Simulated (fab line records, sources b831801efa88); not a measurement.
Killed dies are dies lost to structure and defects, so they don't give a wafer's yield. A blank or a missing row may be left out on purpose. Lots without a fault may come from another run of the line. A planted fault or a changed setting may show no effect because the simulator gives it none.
Problem report in the 8D (eight disciplines) form, filled by code | flow sky130 | the parts of the form that need people (team, actions taken, sign-off) are left out

1. THE PROBLEM
GATE_OXIDE_OXIDATION_00_THK at SKY_GATE_OXIDE_THK_MEAS_02 reads a mean of 8.09 nm on 6 wafers of 2 lots; wafers without a fault read 10.40 nm with a standard deviation of 0.18. That is -13 standard deviations from the usual mean.
First seen on wafer L107.2, day 18 16:38, on film_metro-01. The record holds 42 wafers of 14 lots with a number at this step. Rule for "out", or "out of limits": more than 4 standard deviations from the usual mean. The other wafers with a number count as sound.

2. WHAT IT IS AND WHAT IT IS NOT
question                    | is                           | is not
which readings at this step | GATE_OXIDE_OXIDATION_00_THK  | -
which lots                  | L107, L110                   | L100, L102, L105, L113, L990, L991, L992, L995, L996, L997, L998, L999
which wafers of those lots  | all that have a number       | -
read on which gauges        | film_metro-01, film_metro-02 | film_metro-04
when                        | from day 18 16:38            | up to then (33 sound wafers); but 3 sound wafers of L113 came after

3. SUSPECTS, AND WHAT RULES EACH OUT
Counting: a tool at a process step up to the reading stays a suspect if it ran every lot that is out and no sound lot after the first of them.
- the gauge at SKY_GATE_OXIDE_THK_MEAS_02: ruled out. The wafers that are out were read on 2 gauges (film_metro-01, film_metro-02).
- furnace-01 at SKY_GATE_OXIDE_OXIDATION_01 (stabilise 600 s, purge 300 s, target thk 10.268 nm): kept. It ran every lot that is out, first L107 (day 18 15:13), and no sound lot after that; its last sound lot up to then is L102 (day 17 02:55). Its own readings are out on those wafers: spike_tc_bottom_C, spike_tc_centre_C, spike_tc_lower_C, spike_tc_top_C, spike_tc_upper_C, tube_center_temp_C, tube_center_temp_C_max.
Left after counting: furnace-01 at SKY_GATE_OXIDE_OXIDATION_01.

4. THE CAUSE (what the simulator had put in)
Process parameter drift: furnace-01, from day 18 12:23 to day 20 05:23, at SKY_GATE_OXIDE_OXIDATION_01. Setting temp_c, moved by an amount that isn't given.
Counting left only this tool.

5. THE CHAIN OF EFFECTS, in route order
Each row: a reading whose mean over the struck wafers that have a number lies more than 3 standard deviations from the usual. Only readings for which the record gives a usual standard deviation are gone through. hours: the time from each lot's start at the first step in this table that gives one to its start at this step, as a median over the lots. sigmas: the change in usual standard deviations.
hours | step                        | reading                     | usual    | on struck wafers | change | sigmas
0     | SKY_GATE_OXIDE_OXIDATION_01 | spike_tc_bottom_C           | 918.6 C  | 894.5            | -24.1  | -13
0     | SKY_GATE_OXIDE_OXIDATION_01 | spike_tc_centre_C           | 901.2 C  | 877.9            | -23.3  | -24
0     | SKY_GATE_OXIDE_OXIDATION_01 | spike_tc_lower_C            | 900.0 C  | 875.5            | -24.5  | -19
0     | SKY_GATE_OXIDE_OXIDATION_01 | spike_tc_top_C              | 910 C    | 884              | -26    | -8.6
0     | SKY_GATE_OXIDE_OXIDATION_01 | spike_tc_upper_C            | 898.0 C  | 874.7            | -23.3  | -17
0     | SKY_GATE_OXIDE_OXIDATION_01 | tube_center_temp_C          | 900 C    | 877              | -23    | -99 or more
0     | SKY_GATE_OXIDE_OXIDATION_01 | tube_center_temp_C_max      | 902.3    | 879.0            | -23.3  | -60
0     | SKY_GATE_OXIDE_OXIDATION_01 | zone_power_top_pct          | 37.4 %   | 35.4             | -2.0   | -3.5
1     | SKY_GATE_OXIDE_THK_MEAS_02  | GATE_OXIDE_OXIDATION_00_THK | 10.40 nm | 8.09             | -2.31  | -13
The process steps in it:
- SKY_GATE_OXIDE_OXIDATION_01: stabilise 600 s, purge 300 s, target thk 10.268 nm.

6. WHAT WOULD HAVE CAUGHT IT SOONER
In this record the first reading out of limits at a measuring or inspecting step was taken at day 18 16:38, 4 hours after the fault began at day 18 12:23.
The tool's own readings at SKY_GATE_OXIDE_OXIDATION_01 were out on every struck wafer that the step has a row for (spike_tc_bottom_C, spike_tc_centre_C, spike_tc_lower_C, spike_tc_top_C, spike_tc_upper_C, tube_center_temp_C, tube_center_temp_C_max): an alarm limit on them would have fired on the first of those.
Of the lots that are out (2), L110 began SKY_GATE_OXIDE_OXIDATION_01 on furnace-01 after day 18 16:38. A hold on the tool at that time would have spared it.
